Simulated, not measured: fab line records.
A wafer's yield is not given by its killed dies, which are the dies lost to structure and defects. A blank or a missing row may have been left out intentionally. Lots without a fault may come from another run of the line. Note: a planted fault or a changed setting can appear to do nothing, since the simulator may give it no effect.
Chamber matching | flow gf180mcu | GF_V2_CMP_04 on cmp-02 has 4 sister chambers
The step polishes SiO2. 8 wafers are shown with their chamber, then 8 later ones without.

WAFERS WITH THEIR CHAMBER
wafer  | chamber | motorCurrentA (A) | timeToEndpointS (s)
L527.2 | 0       | 13.3              | 76
L527.3 | 3       | 13.5              | 82
L528.1 | 2       | 13.6              | 69
L528.6 | 1       | 12.3              | 86
L531.1 | 0       | 13.2              | 76
L531.5 | 2       | 13.7              | 79
L531.6 | 1       | 12.6              | 86
L533.3 | 3       | 14.1              | 74

WAFERS WHOSE CHAMBER IS MISSING
wafer  | motorCurrentA (A) | timeToEndpointS (s)
L533.5 | 13.0              | 77
L533.6 | 13.9              | 83
L537.2 | 13.9              | 74
L537.3 | 13.9              | 74
L537.5 | 13.4              | 78
L543.2 | 13.4              | 79
L543.4 | 12.2              | 84
L543.5 | 12.4              | 83

CHAMBER TAKEN BY EACH
wafer  | from the rows above          | in truth
L533.5 | can't be placed: 0 or 2 or 1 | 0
L533.6 | can't be placed: 3 or 2 or 0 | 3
L537.2 | can't be placed: 3 or 2 or 0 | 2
L537.3 | can't be placed: 3 or 2 or 0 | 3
L537.5 | can't be placed: 0 or 2 or 3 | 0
L543.2 | can't be placed: 0 or 2 or 3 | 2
L543.4 | 1                            | 1
L543.5 | 1                            | 1
2 of 8 placed correctly. These rows do not allow placing 6 (true chamber among the candidates in 6). Wrongly placed: 0.
How it was worked out, from the rows above alone: a wafer's distance from a chamber is the root of the sum, over the readings, of the square of ((its reading less the chamber's mean) divided by the reading's scatter). If the next closest chamber is less than 2 further off than the closest, the wafer can't be placed; otherwise it belongs to the closest. For every chamber, the mean is computed from those of its wafers that are shown. The scatter is the square root of a quotient: the sum, over the shown wafers, of each reading's squared deviation from its chamber's mean, divided by wafers minus chambers.
